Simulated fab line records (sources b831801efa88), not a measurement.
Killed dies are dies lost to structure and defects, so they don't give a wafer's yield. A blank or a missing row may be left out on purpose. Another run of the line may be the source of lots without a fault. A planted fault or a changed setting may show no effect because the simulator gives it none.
8D (eight disciplines) problem report, filled in by code + flow gf180mcu + the parts of the form that need people (team, actions taken, sign-off) are left out

== 1. WHAT WENT WRONG ==
Wafers without a fault read 9.999e+12, standard deviation 1.2e+10; dose ions cm2 at GF_DNWELL_IMPLANT_07 reads a mean of 9.410e+12 on 6 wafers belonging to 2 lots. That is -49 standard deviations from the usual mean.
First observed at day 4 22:50: wafer L675.1, on implanter-02. Wafers with a number at this step in the record: 42, from 14 lots. Rule for "out", or "out of limits": more than 4 standard deviations from the usual mean. All remaining wafers that have a number are taken as sound.

== 2. WHAT IT IS, WHAT IT ISN'T ==
| question                    | is                     | is not                                                                                             |
|-----------------------------|------------------------|----------------------------------------------------------------------------------------------------|
| which readings at this step | dose ions cm2          | beam energy keV                                                                                    |
| which lots                  | L675, L678             | L665, L666, L667, L668, L670, L674, L676, L679, L681, L682, L687, L688                             |
| which wafers of those lots  | all that have a number | -                                                                                                  |
| read on which tools         | implanter-02           | implanter-03, implanter-04                                                                         |
| when                        | from day 4 22:50       | up to then (18 sound wafers); but 18 sound wafers of L676, L679, L681, L682, L687, L688 came after |

== 3. THE SUSPECTS, EACH WITH WHAT RULES IT OUT ==
Counting: a tool at a process step up to the reading stays a suspect if it ran every lot that is out and no sound lot after the first of them.
- implanter-02 at GF_DNWELL_IMPLANT_07: kept. It ran every lot that is out, first L675 (day 4 22:50), and no sound lot after that; its last sound lot up to then is L674 (day 4 17:50). Its own dose ions cm2 readings are out on those wafers.
Left after counting: implanter-02 at GF_DNWELL_IMPLANT_07.

== 4. THE CAUSE (what the simulator had put in) ==
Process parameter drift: implanter-02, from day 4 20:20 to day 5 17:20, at GF_DNWELL_IMPLANT_07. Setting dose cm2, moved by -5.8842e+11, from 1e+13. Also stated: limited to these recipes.
After counting, this tool was the only one left.

== 5. SEQUENCE OF EFFECTS, ordered by route ==
Rows list readings where the struck wafers' mean (over those with a number) sits beyond 3 standard deviations from the usual. Scope: only readings with a usual standard deviation given in the record; hours: median across lots of the time from each lot's start at the first step in this table that gives one to its start at this step; sigmas: change in usual standard deviations.
| hours | step                 | reading       | usual     | on struck wafers | change     | sigmas |
|-------|----------------------|---------------|-----------|------------------|------------|--------|
| 0     | GF_DNWELL_IMPLANT_07 | dose ions cm2 | 9.999e+12 | 9.410e+12        | -5.885e+11 | -49    |
Its process steps:
- GF_DNWELL_IMPLANT_07
At these later measuring or inspecting steps, every struck wafer for which the step has a row has a number for every such reading, and none has moved that far: GF_VT_IMPLANT_OVL_MEAS_40.

== 6. WHAT WOULD HAVE CAUGHT IT SOONER ==
First out-of-limits reading in this record: day 4 22:50, which is 2 hours after fault onset at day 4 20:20.
